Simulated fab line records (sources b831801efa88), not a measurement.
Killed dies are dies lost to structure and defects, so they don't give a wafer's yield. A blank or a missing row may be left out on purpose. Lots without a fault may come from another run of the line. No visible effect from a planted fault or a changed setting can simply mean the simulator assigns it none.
fab line records	flow sky130	part 1 of 2: steps 1 to 42 of 43
record lots=5	wafers=15	last-day=50
route steps=708 shown VIA2@527 METAL3@532 CAPM@537 PAD_OPEN@708
lots with no fault: from the same line, run without faults
start-h: hours from the record's opening day to when the first of the lot's shown wafers began	wait-h: time in hours since the lot's previous step	" the same as in the row above	L1.1+2: a single row standing in for several wafers	- no value present, or no start provided	* or withheld: withheld	< > ~ a bound
route shown NAME@n: names a module that has steps shown in the file, with the first one's number in the route	usual: average and standard deviation across the fault-free wafers	same: alike in all rows	chamber/n: place in a boat	sites: each site's reading	_std_site: standard deviation of those values	_edge_site: mean of outer sites minus mean of inner sites	radius-mm: how far each site lies from the wafer's centre	mask NAME#n: copy n	behind: the most recent tool/chamber to have shaped the wafer	hold: reason for holding the lot/hours on hold/outcome of the hold	device: the transistor (n, p or np) that didn't switch	end of line: at the end of the route, the tests of the same wafers	a step with no rows: only its recipe	killed: dies lost to structure and defects at the first sort, not the wafer's yield	map: the dies of a wafer, with x for killed, . for not killed, _ for no die there
set.NAME: the setting the step ran with; set.NAME@STEP: the setting that earlier step ran with	model.NAME: the simulator's own value behind a step, which no gauge read
lots at some steps of the route; a table a step, a row a wafer
services: when a tool's chamber went out of use (start-h, in hours from the record's first day, below 0 if earlier), for how many hours, and the reason
## steps
# step SKY_VIA2_SPUTTER_20
# recipe material=TiN	target-thk-nm=20	chamber-pressure-pa=5	power-w=4000	time-s=80
# step SKY_VIA2_CVD_21
# recipe material=W	target-thk-nm=420	time-s=126.4	temp-c=400	pressure-torr=40
# step SKY_VIA2_RS_MEAS_22
# recipe thk-meas-gauge=four-point-probe	reads=W_of_VIA2_CVD_21+TiN_of_VIA2_SPUTTER_20
# usual VIA2_W_RS=0.271/0.0032
lot.wafer	tool	chamber	start-h	wait-h	VIA2_W_RS[ohm/sq]
L376.1	film-metro-02	-	867.01	0.1	0.267
L376.5	"	-	"	"	0.270
L376.6	"	-	"	"	0.268
L380.1	film-metro-01	-	893.18	0.1	0.274
L380.4	"	-	"	"	0.267
L380.6	"	-	"	"	0.274
L387.2	film-metro-01	-	949.77	0.1	0.270
L387.4	"	-	"	"	0.275
L387.6	"	-	"	"	0.270
L391.1	film-metro-03	-	970.52	0.1	0.266
L391.3	"	-	"	"	0.269
L391.5	"	-	"	"	0.268
L396.2	film-metro-01	-	1001.18	0.1	0.268
L396.4	"	-	"	"	0.267
L396.6	"	-	"	"	0.267
# step SKY_VIA2_THK_MEAS_23
# recipe thk-meas-gauge=xrf	reads=W_of_VIA2_CVD_21
# usual VIA2_W_THK=425/7.1
lot.wafer	tool	chamber	start-h	wait-h	VIA2_W_THK[nm]
L376.1	film-metro-02	-	867.13	0.1	428
L376.5	"	-	"	"	421
L376.6	"	-	"	"	423
L380.1	film-metro-01	-	893.30	0.1	415
L380.4	"	-	"	"	429
L380.6	"	-	"	"	417
L387.2	film-metro-01	-	949.88	0.1	421
L387.4	"	-	"	"	415
L387.6	"	-	"	"	428
L391.1	film-metro-03	-	970.64	0.1	441
L391.3	"	-	"	"	434
L391.5	"	-	"	"	434
L396.2	film-metro-01	-	1001.29	0.1	434
L396.4	"	-	"	"	436
L396.6	"	-	"	"	434
# step SKY_VIA2_CMP_24
# recipe stop-on=SiO2	t-overpolish-s=20	down-force-psi=3.5	platen-rpm=60	target-thk-nm=0	pad-velocity-m-s=0.94248
# step SKY_METAL3_SPUTTER_00
# recipe material=Ti	target-thk-nm=15	power-w=3000	time-s=10	chamber-pressure-pa=0.4
# usual cathode-dc-power-W=3000.0/0.55	throttle-valve-pct=30.1/1.1
lot.wafer	tool	chamber	start-h	wait-h	cathode-dc-power-W	throttle-valve-pct
L376.1	pvd-sputter-03	-	867.49	0.1	2999.7	30.2
L376.5	"	-	"	"	3000.5	30.3
L376.6	"	-	"	"	3000.3	30.1
L380.1	pvd-sputter-01	-	893.66	0.2	2999.7	31.8
L380.4	"	-	"	"	3000.2	30.8
L380.6	"	-	"	"	2999.9	31.8
L387.2	pvd-sputter-03	-	950.23	0.2	2999.3	30.5
L387.4	"	-	"	"	2999.9	30.2
L387.6	"	-	"	"	3000.0	30.8
L391.1	pvd-sputter-02	-	971.13	0.1	2999.8	29.6
L391.3	"	-	"	"	2999.8	26.9
L391.5	"	-	"	"	3000.9	30.1
L396.2	pvd-sputter-03	-	1001.64	0.2	3000.9	29.8
L396.4	"	-	"	"	3000.1	30.5
L396.6	"	-	"	"	3000.3	30.4
# step SKY_METAL3_SPUTTER_01
# recipe material=TiN	target-thk-nm=20	power-w=6500	time-s=16.7	chamber-pressure-pa=0.4
# step SKY_METAL3_SPUTTER_02
# recipe material=AlCu	target-thk-nm=735	power-w=10600	time-s=39.1	chamber-pressure-pa=0.4
# step SKY_METAL3_SPUTTER_03
# recipe material=Ti	target-thk-nm=5	power-w=3000	time-s=3.3	chamber-pressure-pa=0.4
# usual cathode-dc-power-W=3000.0/0.45	throttle-valve-pct=30.1/1.1
lot.wafer	tool	chamber	start-h	wait-h	cathode-dc-power-W	throttle-valve-pct
L376.1	pvd-sputter-03	-	867.58	0.0	2999.7	30.3
L376.5	"	-	"	"	3000.2	30.4
L376.6	"	-	"	"	3000.9	30.0
L380.1	pvd-sputter-01	-	893.74	0.0	3000.6	31.6
L380.4	"	-	"	"	2999.6	30.6
L380.6	"	-	"	"	3000.3	31.7
L387.2	pvd-sputter-03	-	950.31	0.0	3000.5	30.6
L387.4	"	-	"	"	3000.0	30.5
L387.6	"	-	"	"	2999.6	30.4
L391.1	pvd-sputter-02	-	971.22	0.0	3000.9	29.5
L391.3	"	-	"	"	2999.7	26.8
L391.5	"	-	"	"	3000.9	29.8
L396.2	pvd-sputter-03	-	1001.73	0.0	3001.0	30.1
L396.4	"	-	"	"	3000.8	30.2
L396.6	"	-	"	"	3000.3	30.6
# step SKY_METAL3_SPUTTER_04
# recipe material=TiN	target-thk-nm=70	power-w=6500	time-s=58.3	chamber-pressure-pa=0.4
# step SKY_CAPM_CVD_00
# recipe material=SiO2	target-thk-nm=15.5	temp-c=400	time-s=withheld	rf-w=450
# step SKY_CAPM_THK_MEAS_01
# recipe reads=SiO2_of_CAPM_CVD_00
# usual CAPM_CVD_00_THK=15.45/0.24
lot.wafer	tool	chamber	start-h	wait-h	CAPM_CVD_00_THK[nm]
L376.1	film-metro-02	-	867.67	-	15.09
L376.5	"	-	"	"	15.30
L376.6	"	-	"	"	15.69
L380.1	film-metro-02	-	893.83	-	15.37
L380.4	"	-	"	"	15.56
L380.6	"	-	"	"	15.40
L387.2	film-metro-04	-	950.41	-	15.39
L387.4	"	-	"	"	15.67
L387.6	"	-	"	"	15.76
L391.1	film-metro-02	-	971.31	-	15.52
L391.3	"	-	"	"	15.66
L391.5	"	-	"	"	15.70
L396.2	film-metro-02	-	1001.84	-	15.24
L396.4	"	-	"	"	15.80
L396.6	"	-	"	"	15.25
# step SKY_CAPM_SPUTTER_02
# recipe material=TiN	target-thk-nm=200	temp-c=300	power-w=6500	time-s=166.7	chamber-pressure-pa=0.4
# usual cathode-dc-power-W=6499.9/1	substrate-temp-c=299.99/0.21	throttle-valve-pct=30.3/1.3
lot.wafer	tool	chamber	start-h	wait-h	cathode-dc-power-W	substrate-temp-c	throttle-valve-pct	model.TiN_of_CAPM_SPUTTER_02.thk-nm
L376.1	pvd-sputter-04	-	867.73	0.1	6499.6	299.73	29.7	197.5
L376.5	"	-	"	"	6500.4	299.83	31.2	199.8
L376.6	"	-	"	"	6498.4	300.18	31.1	198.6
L380.1	pvd-sputter-02	-	893.89	0.1	6498.4	299.90	29.8	199.5
L380.4	"	-	"	"	6500.4	299.75	29.9	199
L380.6	"	-	"	"	6498.9	300.19	26.8	196.6
L387.2	pvd-sputter-04	-	950.46	0.0	6500.7	300.01	29.5	200.1
L387.4	"	-	"	"	9171.8	300.22	30.7	282.5
L387.6	"	-	"	"	6500.7	300.01	31.5	200.9
L391.1	pvd-sputter-03	-	971.37	0.1	6501.3	300.05	30.5	198.4
L391.3	"	-	"	"	6499.4	299.82	30.0	196.9
L391.5	"	-	"	"	6500.6	299.63	30.4	200.6
L396.2	pvd-sputter-02	-	1001.89	0.0	6500.3	299.91	29.8	200.9
L396.4	"	-	"	"	6500.7	299.91	29.4	199.7
L396.6	"	-	"	"	6499.0	299.97	29.6	199.5
# step SKY_CAPM_RS_MEAS_03
# recipe thk-meas-gauge=four-point-probe	reads=TiN_of_CAPM_SPUTTER_02
# usual CAPM_TIN_RS=6.96/0.078
lot.wafer	tool	chamber	start-h	wait-h	hold	CAPM_TIN_RS[ohm/sq]
L376.1	film-metro-04	-	867.84	0.1	-	6.99
L376.5	"	-	"	"	-	6.90
L376.6	"	-	"	"	-	6.96
L380.1	film-metro-04	-	894.00	0.1	-	6.93
L380.4	"	-	"	"	-	6.94
L380.6	"	-	"	"	-	7.03
L387.2	film-metro-02	-	950.59	0.1	await-dispo/0.2h/release	6.89
L387.4	"	-	"	"	await-dispo/0.2h/release	4.86
L387.6	"	-	"	"	await-dispo/0.2h/release	6.87
L387.2	film-metro-02	-	950.88	0.3	-	6.90
L387.4	"	-	"	"	-	4.85
L387.6	"	-	"	"	-	6.87
L391.1	film-metro-02	-	971.48	0.1	-	6.96
L391.3	"	-	"	"	-	7.03
L391.5	"	-	"	"	-	6.90
L396.2	film-metro-03	-	1002.02	0.1	-	6.87
L396.4	"	-	"	"	-	6.92
L396.6	"	-	"	"	-	6.92
# step SKY_CAPM_THK_MEAS_04
# recipe thk-meas-gauge=xrf	reads=TiN_of_CAPM_SPUTTER_02
# usual CAPM_TIN_THK=193.1/2.5
lot.wafer	tool	chamber	start-h	wait-h	hold	CAPM_TIN_THK[nm]
L376.1	film-metro-04	-	867.96	0.1	-	192.8
L376.5	"	-	"	"	-	196.3
L376.6	"	-	"	"	-	194.4
L380.1	film-metro-04	-	894.12	0.1	-	193.8
L380.4	"	-	"	"	-	193.4
L380.6	"	-	"	"	-	191.7
L387.2	film-metro-02	-	954.60	3.7	await-dispo/0.2h/release	195.2
L387.4	"	-	"	"	await-dispo/0.2h/release	276.3
L387.6	"	-	"	"	await-dispo/0.2h/release	197.1
L387.2	film-metro-02	-	954.91	0.3	-	195.7
L387.4	"	-	"	"	-	275.7
L387.6	"	-	"	"	-	195.9
L391.1	film-metro-02	-	971.60	0.1	-	194.0
L391.3	"	-	"	"	-	191.9
L391.5	"	-	"	"	-	196.2
L396.2	film-metro-03	-	1002.13	0.1	-	194.4
L396.4	"	-	"	"	-	192.1
L396.6	"	-	"	"	-	192.1
# step SKY_CAPM_HMDS_06
# recipe prime-time-s=60	prime-temp-c=120
# step SKY_CAPM_COAT_07
# recipe resist=NOVOLAK	spin-rpm=3000	resist-thk-nm=1140
# step SKY_CAPM_SOFTBAKE_08
# recipe temp-c=90	time-s=60	resist=NOVOLAK
# step SKY_CAPM_EXPOSE_09
# recipe mask-id=CAPM	na=0.6	source-shape=conventional	sigma-outer=0.6	polarization=unpolarized	target-cd-nm=1000	dose-mj=159
# step SKY_CAPM_PEB_10
# recipe temp-c=withheld	time-s=*	resist=NOVOLAK
# step SKY_CAPM_DEVELOP_11
# recipe resist=NOVOLAK	developer=TMAH	develop-time-s=60	dev-temp-c=23
# step SKY_CAPM_OVL_MEAS_12
# usual CAPM_OVL=0.4/1.3
lot.wafer	tool	chamber	start-h	wait-h	CAPM_OVL[nm]
L376.1	overlay-01	-	892.87	0.1	2.5
L376.5	"	-	"	"	2.6
L376.6	"	-	"	"	1.7
L380.1	overlay-02	-	918.40	0.1	-0.2
L380.4	"	-	"	"	-0.8
L380.6	"	-	"	"	1.1
L387.2	overlay-01	-	974.02	0.1	-1.1
L387.4	"	-	"	"	-0.1
L387.6	"	-	"	"	-0.6
L391.1	overlay-02	-	995.37	0.1	2.2
L391.3	"	-	"	"	0.5
L391.5	"	-	"	"	2.5
L396.2	overlay-01	-	1024.57	0.1	-1.2
L396.4	"	-	"	"	-2.1
L396.6	"	-	"	"	-0.9
# step SKY_CAPM_METAL_ETCH_13
# recipe target-depth-nm=220	stop-on=SiO2	chemistry=Cl2/BCl3	target=TiN	pressure-mtorr=10	icp-w=900	bias-w=48.5	Cl2_flow_sccm=60	bcl3-flow-sccm=30	time-s=62.9
# usual drypump-motor-current-A=5.5/0.66	oes-product-au=0.938/0.0073	throttle-valve-pct=21.905/0.0097
lot.wafer	tool	chamber	start-h	wait-h	drypump-motor-current-A	oes-product-au	rf-hours-counter-h	throttle-valve-pct
L376.1	rie-metal-04	1	892.90	0.0	4.7	0.938	6	21.896
L376.5	"	0	"	"	6.2	0.944	-	21.900
L376.6	"	1	"	"	4.7	0.938	-	21.893
L380.1	rie-metal-01	0	918.44	0.0	5.6	0.940	2	21.898
L380.4	"	1	"	"	5.1	0.936	-	21.911
L380.6	"	0	"	"	5.6	0.935	-	21.912
L387.2	rie-metal-03	1	974.05	0.0	6.6	0.948	12	21.906
L387.4	"	0	"	"	5.1	0.992	-	21.857
L387.6	"	0	"	"	5.0	0.946	-	21.908
L391.1	rie-metal-03	1	995.40	0.0	6.7	0.929	13	21.886
L391.3	"	1	"	"	6.6	0.933	-	21.919
L391.5	"	0	"	"	5.1	0.953	-	21.889
L396.2	rie-metal-04	0	1024.60	0.0	6.1	0.931	19	21.889
L396.4	"	0	"	"	6.1	0.936	-	21.900
L396.6	"	0	"	"	6.1	0.935	-	21.899
# step SKY_CAPM_STRIP_14
# recipe chemistry=O2/N2	power-w=1400	pressure-mtorr=1500	platen-temp-c=withheld	o2-flow-sccm=3000	n2-flow-sccm=300	overash-fraction=0.5
# usual drypump-motor-current-A=5.10/0.21	o2-flow-sccm=3001/8.2	oes-product-au=0.711/0.0046	strip-time-to-endpoint-s=12.64/0.042
lot.wafer	tool	chamber	start-h	wait-h	drypump-motor-current-A	o2-flow-sccm	oes-product-au	rf-hours-counter-h	strip-time-to-endpoint-s
L376.1	plasma-asher-03	1	892.98	0.1	5.32	3007	0.706	44	12.63
L376.5	"	1	"	"	5.30	3004	0.707	-	12.61
L376.6	"	0	"	"	5.08	2991	0.706	-	12.61
L380.1	plasma-asher-03	0	918.52	0.1	5.11	3000	0.718	47	12.68
L380.4	"	0	"	"	5.15	2997	0.708	-	12.60
L380.6	"	1	"	"	5.31	3015	0.713	-	12.66
L387.2	plasma-asher-04	0	974.13	0.1	5.45	3003	0.716	85	12.73
L387.4	"	0	"	"	5.44	3017	0.707	-	12.66
L387.6	"	0	"	"	5.47	3007	0.712	-	12.69
L391.1	plasma-asher-03	1	995.48	0.1	5.30	3027	0.707	55	12.67
L391.3	"	1	"	"	5.33	2997	0.713	-	12.70
L391.5	"	0	"	"	5.13	3007	0.705	-	12.70
L396.2	plasma-asher-03	1	1024.68	0.1	5.29	3005	0.701	58	12.68
L396.4	"	1	"	"	5.31	3006	0.711	-	12.70
L396.6	"	1	"	"	5.29	3001	0.712	-	12.63
# step SKY_CAPM_STRIP_15
# recipe chemistry=post-etch-residue-remover	time-s=1249	temp-c=72.5
# step SKY_CAPM_CLEAN_16
# recipe chemistry=IPA	time-s=180	temp-c=25
# step SKY_CAPM_CLEAN_17
# recipe chemistry=O3/DIW	dry=n2-spin
# step SKY_METAL3_DEHYDRATE_05
# recipe temp-c=200	time-s=60
# step SKY_METAL3_HMDS_06
# recipe prime-time-s=60	prime-temp-c=120
# step SKY_METAL3_COAT_07
# recipe resist=BARC	temp-c=withheld	time-s=withheld	spin-rpm=3000	resist-thk-nm=60
# step SKY_METAL3_COAT_08
# recipe resist=KrF-thick	spin-rpm=3000	resist-thk-nm=1140
# step SKY_METAL3_SOFTBAKE_09
# recipe temp-c=100	time-s=90	resist=KrF-thick
# step SKY_METAL3_EXPOSE_10
# recipe mask-id=MM3	na=0.68	source-shape=annular	sigma-inner=0.4	sigma-outer=0.8	target-cd-nm=300	dose-mj=28
# step SKY_METAL3_PEB_11
# recipe peb-temp-c=withheld	peb-time-s=withheld	resist=KrF-thick
# step SKY_METAL3_DEVELOP_12
# recipe develop-time-s=60	resist=KrF-thick	dev-temp-c=21
# step SKY_METAL3_CD_MEAS_13
# recipe target-cd-nm=300
# usual cd-nm=300.5/1.4
lot.wafer	tool	chamber	start-h	wait-h	cd-nm
L376.1	cd-sem-01	-	918.97	-	298.4
L376.5	"	-	"	"	300.1
L376.6	"	-	"	"	299.4
L380.1	cd-sem-01	-	943.53	-	298.3
L380.4	"	-	"	"	299.1
L380.6	"	-	"	"	299.9
L387.2	cd-sem-01	-	998.52	-	299.5
L387.4	"	-	"	"	299.1
L387.6	"	-	"	"	300.2
L391.1	cd-sem-02	-	1019.10	-	301.5
L391.3	"	-	"	"	302.3
L391.5	"	-	"	"	300.8
L396.2	cd-sem-01	-	1048.04	-	301.3
L396.4	"	-	"	"	299.7
L396.6	"	-	"	"	300.8
# step SKY_METAL3_OVL_MEAS_14
# usual METAL3_OVL=1/5.7
lot.wafer	tool	chamber	start-h	wait-h	METAL3_OVL[nm]
L376.1	overlay-01	-	919.09	0.1	-7
L376.5	"	-	"	"	-8
L376.6	"	-	"	"	-1
L380.1	overlay-01	-	943.65	0.1	-7
L380.4	"	-	"	"	2
L380.6	"	-	"	"	3
L387.2	overlay-01	-	998.63	0.1	-4
L387.4	"	-	"	"	-2
L387.6	"	-	"	"	-4
L391.1	overlay-01	-	1019.22	0.1	-5
L391.3	"	-	"	"	3
L391.5	"	-	"	"	-3
L396.2	overlay-01	-	1048.14	0.1	5
L396.4	"	-	"	"	8
L396.6	"	-	"	"	-2
# step SKY_METAL3_DESCUM_15
# recipe chemistry=O2	source-power-w=150	bias-power-w=0	pressure-mtorr=10	temp-c=40	time-s=8
# usual drypump-motor-current-A=5.5/0.61	oes-product-au=1.001/0.0093
lot.wafer	tool	chamber	start-h	wait-h	drypump-motor-current-A	oes-product-au	rf-hours-counter-h
L376.1	rie-metal-03	0	919.12	0.0	5.0	0.998	6
L376.5	"	0	"	"	5.0	1.007	-
L376.6	"	1	"	"	6.6	1.014	-
L380.1	rie-metal-03	1	943.69	0.0	6.6	1.015	11
L380.4	"	0	"	"	5.1	0.997	-
L380.6	"	0	"	"	5.0	0.988	-
L387.2	rie-metal-01	0	998.66	0.0	5.6	1.001	6
L387.4	"	0	"	"	5.6	1.014	-
L387.6	"	0	"	"	5.6	1.006	-
L391.1	rie-metal-01	1	1019.26	0.0	5.1	0.998	15
L391.3	"	0	"	"	5.6	0.985	-
L391.5	"	0	"	"	5.6	0.998	-
L396.2	rie-metal-02	1	1048.17	0.0	5.3	1.008	6
L396.4	"	1	"	"	5.3	0.997	-
L396.6	"	0	"	"	5.1	1.007	-
# step SKY_METAL3_ETCH_16
# recipe chemistry=N2/H2	target=BARC	ion-energy-ev=200	bias-w=100	pressure-mtorr=30	n2-flow-sccm=100	h2-flow-sccm=200	icp-w=500	stop-on=SiO2	time-s=88.2	target-depth-a=600
# usual drypump-motor-current-A=5.5/0.61	oes-product-au=0.625/0.0047	throttle-valve-pct=13.204/0.0091
lot.wafer	tool	chamber	start-h	wait-h	drypump-motor-current-A	oes-product-au	rf-hours-counter-h	throttle-valve-pct
L376.1	rie-metal-03	0	919.15	0.0	5.1	0.631	6	13.199
L376.5	"	0	"	"	5.1	0.628	-	13.202
L376.6	"	1	"	"	6.7	0.618	-	13.228
L380.1	rie-metal-03	1	943.72	0.0	6.7	0.626	11	13.200
L380.4	"	0	"	"	5.0	0.629	-	13.213
L380.6	"	0	"	"	5.1	0.627	-	13.210
L387.2	rie-metal-01	0	998.69	0.0	5.6	0.624	6	13.207
L387.4	"	0	"	"	5.6	0.620	-	13.201
L387.6	"	0	"	"	5.7	0.623	-	13.206
L391.1	rie-metal-01	1	1019.29	0.0	5.2	0.617	15	13.193
L391.3	"	0	"	"	5.6	0.621	-	13.189
L391.5	"	0	"	"	5.6	0.620	-	13.191
L396.2	rie-metal-02	1	1048.21	0.0	5.3	0.619	6	13.197
L396.4	"	1	"	"	5.3	0.627	-	13.204
L396.6	"	0	"	"	5.2	0.624	-	13.217
# step SKY_METAL3_ETCH_17
# recipe target=SiO2	stop-on=TiN	chemistry=C4F8/O2/Ar	source-w=1500	bias-w=1200	pressure-mtorr=40	c4f8-flow-sccm=withheld	O2_flow_sccm=6	Ar_flow_sccm=300	time-s=3.9	target-depth-a=150
# step SKY_METAL3_METAL_ETCH_18
# recipe target-depth-a=8450	stop-on=SiO2	over-etch-frac=0.3	time-s=183.1	chemistry=Cl2/BCl3	resist-sidewall-deg=88	pressure-mtorr=10	icp-w=900	bias-w=48.5	Cl2_flow_sccm=60	bcl3-flow-sccm=30
# step SKY_METAL3_STRIP_20
# recipe chemistry=post-etch-residue-remover	time-s=1200	temp-c=72.5
# usual bath-guard-temp-C=72.1/0.47	bath-heat-duty-pct=14.5/2.1
lot.wafer	tool	chamber	start-h	wait-h	bath-guard-temp-C	bath-heat-duty-pct	model.TiN_of_CAPM_SPUTTER_02.thk-nm
L376.1	wet-bench-01	3	919.55	0.1	72.4	13.2	196.7
L376.5	"	3	"	"	72.2	13.6	199
L376.6	"	3	"	"	72.0	12.9	197.7
L380.1	wet-bench-01	0	944.31	0.1	71.6	15.2	198.7
L380.4	"	0	"	"	72.0	16.4	198.1
L380.6	"	0	"	"	71.7	14.8	195.8
L387.2	wet-bench-04	3	999.09	0.1	72.8	16.6	199.3
L387.4	"	3	"	"	72.4	14.4	281.6
L387.6	"	3	"	"	72.8	15.5	200.1
L391.1	wet-bench-01	1	1019.69	0.1	72.0	12.2	197.5
L391.3	"	1	"	"	72.3	13.6	196
L391.5	"	1	"	"	72.0	13.6	199.8
L396.2	wet-bench-04	2	1048.60	0.1	71.2	17.5	200.1
L396.4	"	2	"	"	71.0	18.3	198.9
L396.6	"	2	"	"	71.4	17.8	198.7
## key
first-sign step=SKY_CAPM_SPUTTER_02	reading=cathode-dc-power-W	direction=up	sigmas=99+	usual=6499.9	struck=9171.8
effect step=SKY_CAPM_RS_MEAS_03	reading=visit	direction=added
effect step=SKY_CAPM_RS_MEAS_03	reading=CAPM_TIN_RS	direction=down	sigmas=27	usual=6.96	struck=4.86
effect step=SKY_CAPM_THK_MEAS_04	reading=visit	direction=added
effect step=SKY_CAPM_THK_MEAS_04	reading=CAPM_TIN_THK	direction=up	sigmas=33	usual=193.1	struck=276.3
effect step=SKY_CAPM_METAL_ETCH_13	reading=oes-product-au	direction=up	sigmas=7.4	usual=0.938	struck=0.992
model-effect step=SKY_CAPM_SPUTTER_02	value=TiN_of_CAPM_SPUTTER_02.thk-nm	without=200.3	struck=282.5
model-effect step=SKY_METAL3_STRIP_20	value=TiN_of_CAPM_SPUTTER_02.thk-nm	without=199.4	struck=281.6
model-effect step=SKY_PAD_OPEN_PROBE_99	value=etest.tester.sort-n-pass	without=394	struck=0
met-at SKY_CAPM_SPUTTER_02
struck-wafers L387.4
onset-between 867.73 950.46
fault kind=process-parameter-drift	tool=pvd-sputter-04	chamber=-	onset-h=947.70	steps=SKY_CAPM_SPUTTER_02	channel=power-w	offset=*	shape=step	end-h=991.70	acts-in=*	stated=*	scope=struck-wafers-only
